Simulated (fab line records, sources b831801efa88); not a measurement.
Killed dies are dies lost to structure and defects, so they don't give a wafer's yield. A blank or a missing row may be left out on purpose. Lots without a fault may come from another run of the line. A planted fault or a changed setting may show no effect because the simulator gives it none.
Which tool did it? | flow gf180mcu | 13 lots, 39 wafers sampled, at 4 steps of a route of 602

WHAT THE GAUGES READ, wafer by wafer
GF_STI_THK_MEAS_24. Usual: STI_CVD_23_THK 646 nm, standard deviation 7.8.
lot  | measured    | on            | STI_CVD_23_THK (nm) | flag
L639 | day 2 03:08 | film_metro-01 | 647 646 646         |
L640 | day 2 09:16 | film_metro-01 | 640 637 637         |
L642 | day 2 18:53 | film_metro-03 | 656 647 640         |
L643 | day 2 23:44 | film_metro-03 | 645 652 647         |
L645 | day 3 10:50 | film_metro-02 | 659 653 646         |
L646 | day 3 17:55 | film_metro-02 | 649 645 646         |
L649 | day 4 07:14 | film_metro-03 | 651 635 647         |
L652 | day 4 23:43 | film_metro-02 | 642 639 637         |
L653 | day 5 03:37 | film_metro-01 | 637 654 639         |
L659 | day 6 10:49 | film_metro-03 | 648 662 654         |
L660 | day 6 15:28 | film_metro-02 | 660 649 657         |
L661 | day 6 20:37 | film_metro-03 | 645 646 634         |
L662 | day 7 03:47 | film_metro-02 | 651 649 648         |

GF_VT_IMPLANT_RS_MEAS_47: measures by four-point-probe. Usual: NWELL_RS 488.4 ohm/sq, standard deviation 1.
lot  | measured     | on            | NWELL_RS (ohm/sq) | flag
L639 | day 7 12:32  | film_metro-01 | 489.8 489.4 489.4 |
L640 | day 7 19:55  | film_metro-01 | 489.1 487.9 489.0 |
L642 | day 8 09:16  | film_metro-04 | 487.9 488.8 488.8 |
L643 | day 8 14:55  | film_metro-01 | 488.3 488.6 488.7 |
L645 | day 9 05:05  | film_metro-02 | 486.9 487.2 488.3 |
L646 | day 9 14:52  | film_metro-02 | 487.7 486.7 489.6 |
L649 | day 10 09:38 | film_metro-04 | 487.4 487.2 488.8 |
L652 | day 11 07:17 | film_metro-04 | 489.0 489.1 489.2 |
L653 | day 11 13:14 | film_metro-04 | 489.3 486.7 489.5 |
L659 | day 13 02:20 | film_metro-04 | 511.6 510.9 510.2 | OFF
L660 | day 13 08:31 | film_metro-01 | 510.0 510.3 510.8 | OFF
L661 | day 13 15:31 | film_metro-04 | 487.8 487.8 488.0 |
L662 | day 14 04:15 | film_metro-02 | 487.2 487.8 488.8 |

GF_VT_IMPLANT_RS_MEAS_49: measures by four-point-probe. Usual: MVPSD_RS 1169.5 ohm/sq, standard deviation 2.7.
lot  | measured     | on            | MVPSD_RS (ohm/sq)    | flag
L639 | day 7 12:46  | film_metro-01 | 1170.2 1170.1 1167.5 |
L640 | day 7 20:10  | film_metro-01 | 1171.0 1173.3 1171.7 |
L642 | day 8 09:31  | film_metro-04 | 1168.2 1172.4 1173.3 |
L643 | day 8 15:09  | film_metro-01 | 1171.5 1176.0 1172.0 |
L645 | day 9 05:20  | film_metro-02 | 1168.6 1172.8 1174.1 |
L646 | day 9 15:06  | film_metro-02 | 1171.2 1171.5 1169.3 |
L649 | day 10 09:53 | film_metro-04 | 1164.2 1167.0 1165.9 |
L652 | day 11 07:31 | film_metro-04 | 1171.9 1173.4 1175.8 |
L653 | day 11 13:29 | film_metro-04 | 1170.6 1170.1 1168.1 |
L659 | day 13 02:35 | film_metro-04 | 1167.6 1165.5 1168.3 |
L660 | day 13 08:46 | film_metro-01 | 1169.4 1165.9 1164.9 |
L661 | day 13 15:45 | film_metro-04 | 1170.5 1169.4 1168.8 |
L662 | day 14 04:29 | film_metro-02 | 1167.6 1170.7 1169.2 |

WHICH TOOL RAN EACH LOT (tool, then ch and the chambers of the sampled wafers, then the start)
lot  | GF_NWELL_IMPLANT_09
L639 | implanter-03 ch 0, day 3 07:10
L640 | implanter-03 ch 0, day 3 13:02
L642 | implanter-01 ch 0, day 3 23:09
L643 | implanter-03 ch 0, day 4 04:41
L645 | implanter-03 ch 0, day 4 16:09
L646 | implanter-03 ch 0, day 5 00:13
L649 | implanter-01 ch 0, day 5 15:15
L652 | implanter-03 ch 0, day 6 08:10
L653 | implanter-01 ch 0, day 6 14:00
L659 | implanter-03 ch 0, day 7 19:58
L660 | implanter-03 ch 0, day 8 01:13
L661 | implanter-01 ch 0, day 8 06:32
L662 | implanter-01 ch 0, day 8 15:20
- GF_NWELL_IMPLANT_09

WHAT THE TOOLS THEMSELVES READ (means of the sampled wafers that have a number; where no wafer has one, the mark that the record gives instead)
GF_NWELL_IMPLANT_09. Usual: dose_ions_cm2 4e+12, standard deviation 4e+09; faraday_current_uA 22.5, standard deviation 0.47.
lot  | tool         | dose_ions_cm2 | faraday_current_uA | flag
L639 | implanter-03 | 4e+12         | 22.5               |
L640 | implanter-03 | 4e+12         | 22.5               |
L642 | implanter-01 | 4e+12         | 22.7               |
L643 | implanter-03 | 4e+12         | 22.1               |
L645 | implanter-03 | 4e+12         | 22.5               |
L646 | implanter-03 | 4e+12         | 22.4               |
L649 | implanter-01 | 4e+12         | 22.8               |
L652 | implanter-03 | 4e+12         | 22.6               |
L653 | implanter-01 | 4e+12         | 22.5               |
L659 | implanter-03 | 3e+12         | 16.3               | OFF
L660 | implanter-03 | 3e+12         | 16.4               | OFF
L661 | implanter-01 | 4e+12         | 22.8               |
L662 | implanter-01 | 4e+12         | 22.5               |

THE ANSWER, worked out from the rows above alone
Rule: a lot is off if the mean of its wafers that have a number lies more than 3 standard deviations from the usual mean. A lot without any number at a reading at which 4 lots or more have one is off too. The other lots that the step has rows for count as sound. The gauges are gone through in route order, then the tools' own readings, and for those a lot's mean is taken as printed above. The first step at which some lot is off is used, and at that step the reading that is off furthest; a lot without a number counts as furthest.
Off: L659, L660, at GF_VT_IMPLANT_RS_MEAS_47 (NWELL_RS).
A tool fits if, at a process step before that reading, it ran every lot that is off, and no sound lot after the first of them. The gauges at GF_VT_IMPLANT_RS_MEAS_47 aren't tried: what is off there is off at GF_NWELL_IMPLANT_09 too, on other tools, and a gauge's error can't cause that. One fits: implanter-03 at GF_NWELL_IMPLANT_09. Its last sound lot is L652 (day 6 08:10), its first lot that is off L659 (day 7 19:58): a fault that began between those two fits.
The tool's own readings at GF_NWELL_IMPLANT_09 bear it out: on the lots that are off they differ by more than 5 times the standard deviation of the sound lots' means. dose_ions_cm2 reads 3e+12 there against 4e+12 on the sound lots; faraday_current_uA reads 16.4 there against 22.5 on the sound lots.

WHAT THE SIMULATOR HAD PUT IN
Process parameter drift: implanter-03, from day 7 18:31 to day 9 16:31, at GF_NWELL_IMPLANT_09. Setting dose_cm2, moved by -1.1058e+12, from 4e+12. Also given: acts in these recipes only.
Lots struck among those shown: L659, L660. The rule above found the same.
